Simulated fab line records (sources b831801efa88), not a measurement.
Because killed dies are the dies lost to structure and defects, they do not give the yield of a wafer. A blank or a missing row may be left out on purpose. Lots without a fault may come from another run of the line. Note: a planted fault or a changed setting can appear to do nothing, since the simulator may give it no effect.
fab line records :: flow gf180mcu
record:
  lots: 5
  wafers: 15
  last-day: 34
route steps=602 shown MVSD@70 MVPSD@78 PASSIVATION@602
lots that met no fault: taken from a fault-free run of the same line
start-h: hours from the record's opening day to when the first of the lot's shown wafers began :: wait-h: hours from the lot's prior step to this one :: " repeats the value in the row above :: L1.1+2: a single row standing in for several wafers :: - no value, or no start was given :: * or withheld: withheld :: < > ~ a bound
route shown NAME@n: NAME is a module with steps in the file, n the number in the route of the first one :: usual: mean/standard deviation of fault-free wafers :: same: alike in all rows :: chamber/n: place in a boat :: sites: each site's reading :: _std_site: standard deviation across them :: _edge_site: inner sites' mean taken away from outer sites' mean :: radius-mm: how far each site lies from the wafer's centre :: mask NAME#n: copy n :: behind: the last tool/chamber to shape the wafer :: hold: what put the lot on hold/how long, in hours/how the hold closed :: device: whichever transistor did not switch (one of n, p or np) :: end of line: the route-end tests of the same wafers :: a step with no rows: only its recipe :: killed: count of dies lost to structure and defects at first sort (not the wafer's yield) :: map: dies across one wafer; x = killed, . = not, _ = none there
set.NAME: the setting that was run; set.NAME@STEP: the one run at that earlier step :: model.NAME: the simulator's own value behind a step, which no gauge read
lots seen at some steps along the route; tables by step, rows by wafer
services: from which hour (start-h, from the record's first day; less than 0 if before it) a tool's chamber was out of use, for how many hours, and why
== steps ==
step: GF_MVSD_EXPOSE_04
recipe:
  mask-id: MVSD
  target-cd-nm: 1000
  na: 0.6
  source-shape: conventional
  sigma-outer: 0.6
  dose-mj: 260
step: GF_MVSD_PEB_05
recipe:
  temp-c: 115
  time-s: withheld
step: GF_MVSD_DEVELOP_06
recipe:
  wall-angle-deg: 90
  develop-time-s: 60
  dev-temp-c: 23
step: GF_MVSD_OVL_MEAS_07
usual:
  MVSD_OVL: -0.2/1.2
lot.wafer: L108.2
tool: overlay-01
chamber: -
start-h: 121.90
wait-h: -
MVSD_OVL[nm]: -1.1

lot.wafer: L108.3
tool: overlay-01
chamber: -
start-h: 121.90
wait-h: -
MVSD_OVL[nm]: -1.3

lot.wafer: L108.5
tool: overlay-01
chamber: -
start-h: 121.90
wait-h: -
MVSD_OVL[nm]: -0.9

lot.wafer: L110.1
tool: overlay-01
chamber: -
start-h: 133.39
wait-h: -
MVSD_OVL[nm]: 0.6

lot.wafer: L110.2
tool: overlay-01
chamber: -
start-h: 133.39
wait-h: -
MVSD_OVL[nm]: 0.0

lot.wafer: L110.4
tool: overlay-01
chamber: -
start-h: 133.39
wait-h: -
MVSD_OVL[nm]: 0.5

lot.wafer: L116.3
tool: overlay-02
chamber: -
start-h: 169.27
wait-h: -
MVSD_OVL[nm]: 0.2

lot.wafer: L116.4
tool: overlay-02
chamber: -
start-h: 169.27
wait-h: -
MVSD_OVL[nm]: -0.4

lot.wafer: L116.6
tool: overlay-02
chamber: -
start-h: 169.27
wait-h: -
MVSD_OVL[nm]: -0.7

lot.wafer: L123.1
tool: overlay-02
chamber: -
start-h: 208.79
wait-h: -
MVSD_OVL[nm]: 0.9

lot.wafer: L123.2
tool: overlay-02
chamber: -
start-h: 208.79
wait-h: -
MVSD_OVL[nm]: 1.0

lot.wafer: L123.5
tool: overlay-02
chamber: -
start-h: 208.79
wait-h: -
MVSD_OVL[nm]: 0.8

lot.wafer: L124.1
tool: overlay-02
chamber: -
start-h: 216.51
wait-h: -
MVSD_OVL[nm]: -2.9

lot.wafer: L124.2
tool: overlay-02
chamber: -
start-h: 216.51
wait-h: -
MVSD_OVL[nm]: -1.3

lot.wafer: L124.3
tool: overlay-02
chamber: -
start-h: 216.51
wait-h: -
MVSD_OVL[nm]: -1.2
step: GF_MVSD_IMPLANT_08
recipe:
  species: P
  energy-kev: 400
  dose-cm2: 1.6e+13
  tilt-deg: 0
step: GF_MVSD_IMPLANT_09
recipe:
  species: P
  energy-kev: 100
  dose-cm2: 5e+12
  tilt-deg: 0
step: GF_MVSD_STRIP_10
recipe:
  chemistry: O2/N2
  power-w: 1400
  pressure-mtorr: 1500
  platen-temp-c: 250
  o2-flow-sccm: 3000
  n2-flow-sccm: 300
  overash-fraction: 0.5
usual:
  drypump-motor-current-A: 5.7/0.38
  heater-power-w: 361/25
  oes-product-au: 0.722/0.0049
  strip-time-to-endpoint-s: 36.92/0.12
same:
  overash-fraction: 0.5
lot.wafer: L108.2
tool: plasma-asher-02
chamber: 1
start-h: 122.23
wait-h: 0.1
drypump-motor-current-A: 5.6
heater-power-w: 360
oes-product-au: 0.717
rf-hours-counter-h: 50
strip-time-to-endpoint-s: 36.88

lot.wafer: L108.3
tool: plasma-asher-02
chamber: 0
start-h: 122.23
wait-h: 0.1
drypump-motor-current-A: 6.0
heater-power-w: 337
oes-product-au: 0.730
rf-hours-counter-h: -
strip-time-to-endpoint-s: 36.92

lot.wafer: L108.5
tool: plasma-asher-02
chamber: 0
start-h: 122.23
wait-h: 0.1
drypump-motor-current-A: 6.1
heater-power-w: 350
oes-product-au: 0.723
rf-hours-counter-h: -
strip-time-to-endpoint-s: 36.88

lot.wafer: L110.1
tool: plasma-asher-03
chamber: 0
start-h: 133.73
wait-h: 0.1
drypump-motor-current-A: 5.1
heater-power-w: 406
oes-product-au: 0.724
rf-hours-counter-h: 2
strip-time-to-endpoint-s: 36.89

lot.wafer: L110.2
tool: plasma-asher-03
chamber: 1
start-h: 133.73
wait-h: 0.1
drypump-motor-current-A: 5.9
heater-power-w: 355
oes-product-au: 0.722
rf-hours-counter-h: 2
strip-time-to-endpoint-s: 36.95

lot.wafer: L110.4
tool: plasma-asher-03
chamber: 0
start-h: 133.73
wait-h: 0.1
drypump-motor-current-A: 5.1
heater-power-w: 414
oes-product-au: 0.728
rf-hours-counter-h: -
strip-time-to-endpoint-s: 36.88

lot.wafer: L116.3
tool: plasma-asher-03
chamber: 0
start-h: 169.63
wait-h: 0.1
drypump-motor-current-A: 5.1
heater-power-w: 387
oes-product-au: 0.717
rf-hours-counter-h: -
strip-time-to-endpoint-s: 36.90

lot.wafer: L116.4
tool: plasma-asher-03
chamber: 1
start-h: 169.63
wait-h: 0.1
drypump-motor-current-A: 5.9
heater-power-w: 358
oes-product-au: 0.724
rf-hours-counter-h: -
strip-time-to-endpoint-s: 37.13

lot.wafer: L116.6
tool: plasma-asher-03
chamber: 1
start-h: 169.63
wait-h: 0.1
drypump-motor-current-A: 5.9
heater-power-w: 374
oes-product-au: 0.733
rf-hours-counter-h: -
strip-time-to-endpoint-s: 37.14

lot.wafer: L123.1
tool: plasma-asher-03
chamber: 0
start-h: 209.13
wait-h: 0.1
drypump-motor-current-A: 5.1
heater-power-w: 400
oes-product-au: 0.717
rf-hours-counter-h: 10
strip-time-to-endpoint-s: 36.79

lot.wafer: L123.2
tool: plasma-asher-03
chamber: 1
start-h: 209.13
wait-h: 0.1
drypump-motor-current-A: 5.9
heater-power-w: 370
oes-product-au: 0.721
rf-hours-counter-h: 10
strip-time-to-endpoint-s: 36.76

lot.wafer: L123.5
tool: plasma-asher-03
chamber: 0
start-h: 209.13
wait-h: 0.1
drypump-motor-current-A: 5.1
heater-power-w: 403
oes-product-au: 0.722
rf-hours-counter-h: -
strip-time-to-endpoint-s: 36.89

lot.wafer: L124.1
tool: plasma-asher-04
chamber: 0
start-h: 216.85
wait-h: 0.1
drypump-motor-current-A: 6.0
heater-power-w: 338
oes-product-au: 0.724
rf-hours-counter-h: 55
strip-time-to-endpoint-s: 36.66

lot.wafer: L124.2
tool: plasma-asher-04
chamber: 1
start-h: 216.85
wait-h: 0.1
drypump-motor-current-A: 6.0
heater-power-w: 323
oes-product-au: 0.723
rf-hours-counter-h: 55
strip-time-to-endpoint-s: 36.74

lot.wafer: L124.3
tool: plasma-asher-04
chamber: 0
start-h: 216.85
wait-h: 0.1
drypump-motor-current-A: 5.9
heater-power-w: 332
oes-product-au: 0.721
rf-hours-counter-h: -
strip-time-to-endpoint-s: 36.76
step: GF_MVSD_TW_MEAS_11
usual:
  MVSD_TW: 1579/19
lot.wafer: L108.2
tool: film-metro-01
chamber: -
start-h: 122.34
wait-h: 0.1
MVSD_TW: 1599

lot.wafer: L108.3
tool: film-metro-01
chamber: -
start-h: 122.34
wait-h: 0.1
MVSD_TW: 1601

lot.wafer: L108.5
tool: film-metro-01
chamber: -
start-h: 122.34
wait-h: 0.1
MVSD_TW: 1594

lot.wafer: L110.1
tool: film-metro-01
chamber: -
start-h: 133.83
wait-h: 0.1
MVSD_TW: 1590

lot.wafer: L110.2
tool: film-metro-01
chamber: -
start-h: 133.83
wait-h: 0.1
MVSD_TW: 1589

lot.wafer: L110.4
tool: film-metro-01
chamber: -
start-h: 133.83
wait-h: 0.1
MVSD_TW: 1594

lot.wafer: L116.3
tool: film-metro-01
chamber: -
start-h: 169.72
wait-h: 0.1
MVSD_TW: 1576

lot.wafer: L116.4
tool: film-metro-01
chamber: -
start-h: 169.72
wait-h: 0.1
MVSD_TW: 1578

lot.wafer: L116.6
tool: film-metro-01
chamber: -
start-h: 169.72
wait-h: 0.1
MVSD_TW: 1588

lot.wafer: L123.1
tool: film-metro-04
chamber: -
start-h: 209.23
wait-h: 0.1
MVSD_TW: 1551

lot.wafer: L123.2
tool: film-metro-04
chamber: -
start-h: 209.23
wait-h: 0.1
MVSD_TW: 1555

lot.wafer: L123.5
tool: film-metro-04
chamber: -
start-h: 209.23
wait-h: 0.1
MVSD_TW: 1551

lot.wafer: L124.1
tool: film-metro-02
chamber: -
start-h: 216.95
wait-h: 0.1
MVSD_TW: 1582

lot.wafer: L124.2
tool: film-metro-02
chamber: -
start-h: 216.95
wait-h: 0.1
MVSD_TW: 1578

lot.wafer: L124.3
tool: film-metro-02
chamber: -
start-h: 216.95
wait-h: 0.1
MVSD_TW: 1582
step: GF_MVPSD_DEHYDRATE_00
recipe:
  temp-c: 200
  time-s: 60
step: GF_MVPSD_HMDS_01
recipe:
  prime-time-s: 60
  prime-temp-c: 120
step: GF_MVPSD_COAT_02
recipe:
  spin-rpm: 2000
  resist-thk-nm: 3000
step: GF_MVPSD_SOFTBAKE_03
recipe:
  temp-c: 110
  time-s: withheld
step: GF_MVPSD_EXPOSE_04
recipe:
  mask-id: MVPSD
  target-cd-nm: 1000
  na: 0.6
  source-shape: conventional
  sigma-outer: 0.6
  dose-mj: 260
usual:
  stage-vel-mm-s: 499.99/0.23
lot.wafer: L108.2
tool: iline-stepper-02
chamber: 0
start-h: 129.49
wait-h: -
mask: MVPSD#0
stage-vel-mm-s: 500.21

lot.wafer: L108.3
tool: iline-stepper-02
chamber: 0
start-h: 129.49
wait-h: -
mask: MVPSD#0
stage-vel-mm-s: 500.15

lot.wafer: L108.5
tool: iline-stepper-02
chamber: 0
start-h: 129.49
wait-h: -
mask: MVPSD#0
stage-vel-mm-s: 500.08

lot.wafer: L110.1
tool: iline-stepper-02
chamber: 0
start-h: 141.56
wait-h: -
mask: MVPSD#0
stage-vel-mm-s: 500.03

lot.wafer: L110.2
tool: iline-stepper-02
chamber: 0
start-h: 141.56
wait-h: -
mask: MVPSD#0
stage-vel-mm-s: 500.05

lot.wafer: L110.4
tool: iline-stepper-02
chamber: 0
start-h: 141.56
wait-h: -
mask: MVPSD#0
stage-vel-mm-s: 500.32

lot.wafer: L116.3
tool: iline-stepper-02
chamber: 0
start-h: 178.13
wait-h: -
mask: MVPSD_R1#0
stage-vel-mm-s: 499.87

lot.wafer: L116.4
tool: iline-stepper-02
chamber: 0
start-h: 178.13
wait-h: -
mask: MVPSD_R1#0
stage-vel-mm-s: 499.51

lot.wafer: L116.6
tool: iline-stepper-02
chamber: 0
start-h: 178.13
wait-h: -
mask: MVPSD_R1#0
stage-vel-mm-s: 499.85

lot.wafer: L123.1
tool: iline-stepper-01
chamber: 0
start-h: 218.07
wait-h: -
mask: MVPSD#0
stage-vel-mm-s: 500.10

lot.wafer: L123.2
tool: iline-stepper-01
chamber: 0
start-h: 218.07
wait-h: -
mask: MVPSD#0
stage-vel-mm-s: 500.13

lot.wafer: L123.5
tool: iline-stepper-01
chamber: 0
start-h: 218.07
wait-h: -
mask: MVPSD#0
stage-vel-mm-s: 500.32

lot.wafer: L124.1
tool: iline-stepper-01
chamber: 0
start-h: 225.84
wait-h: -
mask: MVPSD#0
stage-vel-mm-s: 499.59

lot.wafer: L124.2
tool: iline-stepper-01
chamber: 0
start-h: 225.84
wait-h: -
mask: MVPSD#0
stage-vel-mm-s: 499.90

lot.wafer: L124.3
tool: iline-stepper-01
chamber: 0
start-h: 225.84
wait-h: -
mask: MVPSD#0
stage-vel-mm-s: 500.01
step: GF_MVPSD_PEB_05
recipe:
  temp-c: 115
  time-s: withheld
step: GF_PASSIVATION_PROBE_99
lot.wafer: L108.2
tool: prober-02
chamber: -
start-h: 720.61
wait-h: 0.1
model.etest.ldpmos_10p0.r-on-ohm-um: 1.103e+04
model.etest.ldpmos_10p0.drive-ua-um: 260.6

lot.wafer: L108.3
tool: prober-02
chamber: -
start-h: 720.66
wait-h: 0.2
model.etest.ldpmos_10p0.r-on-ohm-um: 1.109e+04
model.etest.ldpmos_10p0.drive-ua-um: 261.5

lot.wafer: L108.5
tool: prober-02
chamber: -
start-h: 720.76
wait-h: 0.2
model.etest.ldpmos_10p0.r-on-ohm-um: 1.115e+04
model.etest.ldpmos_10p0.drive-ua-um: 254.9

lot.wafer: L110.1
tool: prober-02
chamber: -
start-h: 734.66
wait-h: 0.1
model.etest.ldpmos_10p0.r-on-ohm-um: 1.114e+04
model.etest.ldpmos_10p0.drive-ua-um: 262.1

lot.wafer: L110.2
tool: prober-02
chamber: -
start-h: 734.71
wait-h: 0.1
model.etest.ldpmos_10p0.r-on-ohm-um: 1.109e+04
model.etest.ldpmos_10p0.drive-ua-um: 262.2

lot.wafer: L110.4
tool: prober-02
chamber: -
start-h: 734.81
wait-h: 0.2
model.etest.ldpmos_10p0.r-on-ohm-um: 1.103e+04
model.etest.ldpmos_10p0.drive-ua-um: 262.7

lot.wafer: L116.3
tool: prober-02
chamber: -
start-h: 771.41
wait-h: 0.2
model.etest.ldpmos_10p0.r-on-ohm-um: 1.168e+04
model.etest.ldpmos_10p0.drive-ua-um: 247.5

lot.wafer: L116.4
tool: prober-02
chamber: -
start-h: 771.46
wait-h: 0.2
model.etest.ldpmos_10p0.r-on-ohm-um: 1.168e+04
model.etest.ldpmos_10p0.drive-ua-um: 247.6

lot.wafer: L116.6
tool: prober-02
chamber: -
start-h: 771.56
wait-h: 0.2
model.etest.ldpmos_10p0.r-on-ohm-um: 1.165e+04
model.etest.ldpmos_10p0.drive-ua-um: 248

lot.wafer: L123.1
tool: prober-01
chamber: -
start-h: 807.79
wait-h: 0.1
model.etest.ldpmos_10p0.r-on-ohm-um: 1.124e+04
model.etest.ldpmos_10p0.drive-ua-um: 251.8

lot.wafer: L123.2
tool: prober-01
chamber: -
start-h: 807.84
wait-h: 0.1
model.etest.ldpmos_10p0.r-on-ohm-um: 1.122e+04
model.etest.ldpmos_10p0.drive-ua-um: 250.8

lot.wafer: L123.5
tool: prober-01
chamber: -
start-h: 807.99
wait-h: 0.2
model.etest.ldpmos_10p0.r-on-ohm-um: 1.123e+04
model.etest.ldpmos_10p0.drive-ua-um: 254.7

lot.wafer: L124.1
tool: prober-02
chamber: -
start-h: 816.67
wait-h: 0.1
model.etest.ldpmos_10p0.r-on-ohm-um: 1.134e+04
model.etest.ldpmos_10p0.drive-ua-um: 254.1

lot.wafer: L124.2
tool: prober-02
chamber: -
start-h: 816.72
wait-h: 0.1
model.etest.ldpmos_10p0.r-on-ohm-um: 1.135e+04
model.etest.ldpmos_10p0.drive-ua-um: 256.1

lot.wafer: L124.3
tool: prober-02
chamber: -
start-h: 816.77
wait-h: 0.2
model.etest.ldpmos_10p0.r-on-ohm-um: 1.114e+04
model.etest.ldpmos_10p0.drive-ua-um: 257.1
killed by level:class
L108.2 CONTACT:geometric-particle:open=6 V4:geometric-particle:open=6 V1:geometric-particle:open=4 V2:geometric-particle:open=4 STI:geometric-particle:short=3 V5:geometric-particle:open=3 M1:geometric-particle:short=3 V3:geometric-particle:open=3
L108.3 V3:geometric-particle:short=6 V5:geometric-particle:open=6 CONTACT:geometric-particle:open=4 V2:geometric-particle:open=4 V3:geometric-particle:open=4 STI:geometric-particle:open=3 V1:geometric-particle:open=3 M5:geometric-particle:short=2
L108.5 CONTACT:geometric-particle:open=5 STI:geometric-particle:open=4 V3:geometric-particle:open=4 V4:geometric-particle:short=4 V1:geometric-particle:open=3 V4:geometric-particle:open=3 STI:geometric-particle:short=2 V5:geometric-particle:open=2
L110.1 V5:geometric-particle:open=7 V3:geometric-particle:open=5 V2:geometric-particle:open=5 V4:geometric-particle:short=4 STI:geometric-particle:short=3 V1:geometric-particle:open=3 POLY_GATE:geometric-particle:open=2 M1:geometric-particle:short=2
L110.2 STI:geometric-particle:short=6 V4:geometric-particle:open=6 V3:geometric-particle:open=5 CONTACT:geometric-particle:open=4 V2:geometric-particle:open=4 POLY_GATE:geometric-particle:short=3 V1:geometric-particle:open=3 CONTACT:geometric-particle:short=2
L110.4 CONTACT:geometric-particle:open=5 V3:geometric-particle:open=5 V5:geometric-particle:open=4 STI:geometric-particle:short=3 CONTACT:geometric-particle:short=3 V1:geometric-particle:open=3 V2:geometric-particle:open=3 V3:geometric-particle:short=3
L123.1 V2:geometric-particle:open=7 CONTACT:geometric-particle:open=4 V3:geometric-particle:open=4 M1:geometric-particle:short=3 V4:geometric-particle:open=3 V5:geometric-particle:open=3 V1:geometric-particle:short=2 V1:geometric-particle:open=2
L123.2 V2:geometric-particle:open=8 STI:geometric-particle:open=4 M2:geometric-particle:short=4 M3:geometric-particle:short=4 V3:geometric-particle:open=4 V4:geometric-particle:open=4 STI:geometric-particle:short=3 CONTACT:geometric-particle:open=3
L123.5 V2:geometric-particle:short=6 V4:geometric-particle:open=5 V1:geometric-particle:open=4 CONTACT:geometric-particle:short=3 V5:geometric-particle:open=3 STI:geometric-particle:short=2 STI:geometric-particle:open=2 V1:geometric-particle:short=2
L124.1 V3:geometric-particle:short=6 V1:geometric-particle:open=4 V2:geometric-particle:open=4 HV_LDD:geometric-particle:open=3 CONTACT:geometric-particle:open=3 V3:geometric-particle:open=3 M4:geometric-particle:short=3 STI:geometric-particle:short=2
L124.2 V3:geometric-particle:short=7 CONTACT:geometric-particle:open=5 STI:geometric-particle:open=4 V2:geometric-particle:open=4 V5:geometric-particle:open=4 V3:geometric-particle:open=3 V4:geometric-particle:open=3 STI:geometric-particle:short=2
L124.3 V1:geometric-particle:open=6 V5:geometric-particle:open=5 V4:geometric-particle:open=4 CONTACT:geometric-particle:open=2 M1:geometric-particle:short=2 M3:geometric-particle:short=2 V3:geometric-particle:open=2 STI:geometric-particle:short=1
== services ==
tool: iline-stepper-02
chamber: -
start-h: 104.83
hours: 2.2
kind: repair

tool: plasma-asher-03
chamber: -
start-h: 108.75
hours: 9.0
kind: pm

tool: plasma-asher-03
chamber: 0
start-h: 108.75
hours: 9.0
kind: vent-cycle

tool: plasma-asher-03
chamber: 1
start-h: 108.75
hours: 9.0
kind: vent-cycle

tool: iline-stepper-02
chamber: -
start-h: 113.67
hours: 4.4
kind: pm

tool: plasma-asher-03
chamber: 0
start-h: 117.75
hours: -
kind: clean

tool: plasma-asher-03
chamber: 1
start-h: 117.75
hours: -
kind: clean

tool: plasma-asher-02
chamber: -
start-h: 127.02
hours: 15.6
kind: pm

tool: plasma-asher-04
chamber: -
start-h: 153.83
hours: 9.7
kind: repair

tool: plasma-asher-04
chamber: -
start-h: 163.56
hours: 2.4
kind: repair

tool: plasma-asher-04
chamber: -
start-h: 169.42
hours: 2.8
kind: pm
== key ==
first-sign:
  step: GF_MVPSD_EXPOSE_04
  reading: mask
  direction: changed
effect none on later readings
model-effect:
  step: GF_PASSIVATION_PROBE_99
  value: etest.ldpmos_10p0.r-on-ohm-um
  without: 1.122e+04
  struck: 1.167e+04
met-at GF_MVPSD_EXPOSE_04
struck-wafers L116.3,L116.4,L116.6
sort-left-out L116.3,L116.4,L116.6
tester-left-out L116
onset-between 141.56 178.13
fault:
  kind: wrong-mask
  tool: any
  chamber: -
  onset-h: 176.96
  steps: GF_MVPSD_EXPOSE_04
  aux-copy: MVPSD_R1#0
  cd-offset-nm: -120
  scope: struck-lots-only
tester-left-out: of these lots the tester's yield and bins aren't shown, on N5 and GAA mostly nor the transistor test; their killed dies are dies lost to structure and defects alone, not to doping, threshold or leakage, so they don't give the yield
sort-left-out: the simulated sort isn't trusted on such a fault, so these wafers' sort isn't shown, and their yield isn't known
